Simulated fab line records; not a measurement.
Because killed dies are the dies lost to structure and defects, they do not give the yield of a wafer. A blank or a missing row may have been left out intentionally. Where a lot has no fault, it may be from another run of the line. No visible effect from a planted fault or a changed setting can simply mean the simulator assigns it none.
The tool behind it: which one?    flow sky130    6 lots (18 wafers sampled), 1 step of a 708-step route

== WHAT EACH GAUGE READ, for each wafer ==
SKY_VIA1_THK_MEAS_01.
lot   measured      on            VIA1_HDPCVD_THK (nm)
L818  day 33 18:28  filmMetro-03  1058 1058 1058
L821  day 34 04:54  filmMetro-04  1044 1040 1047
L825  day 35 17:28  filmMetro-02  1029 1018 1031
L832  day 37 16:52  filmMetro-02  1020 1009 1012
L837  day 39 15:57  filmMetro-04  1008 1013 1002
L839  day 39 19:52  filmMetro-04  1042 1041 1036

== WHICH TOOL RAN EACH LOT (tool, then ch and the chambers of the sampled wafers, then the start) ==
Before these readings, the record contains no process step.

== THE ANSWER, worked out from the rows above alone ==
Rule: the usual values come from the lots themselves. Put in order of their means at a reading, lots are off if they are a third of the lots or fewer, leave a main group of 4 or more, and stand apart from it by a gap of 3 or more times the standard deviation of the main group's means; of several such gaps the widest counts. If all means in a main group match to the digits the tables above print for the reading, that group is not used. Also off: a lot with no number at a reading for which 4 or more lots have one. Any other lot the step has rows for is counted as sound.
Nothing can be told from this: no lot is off at any reading shown.

== WHAT THE SIMULATOR HAD PUT IN ==
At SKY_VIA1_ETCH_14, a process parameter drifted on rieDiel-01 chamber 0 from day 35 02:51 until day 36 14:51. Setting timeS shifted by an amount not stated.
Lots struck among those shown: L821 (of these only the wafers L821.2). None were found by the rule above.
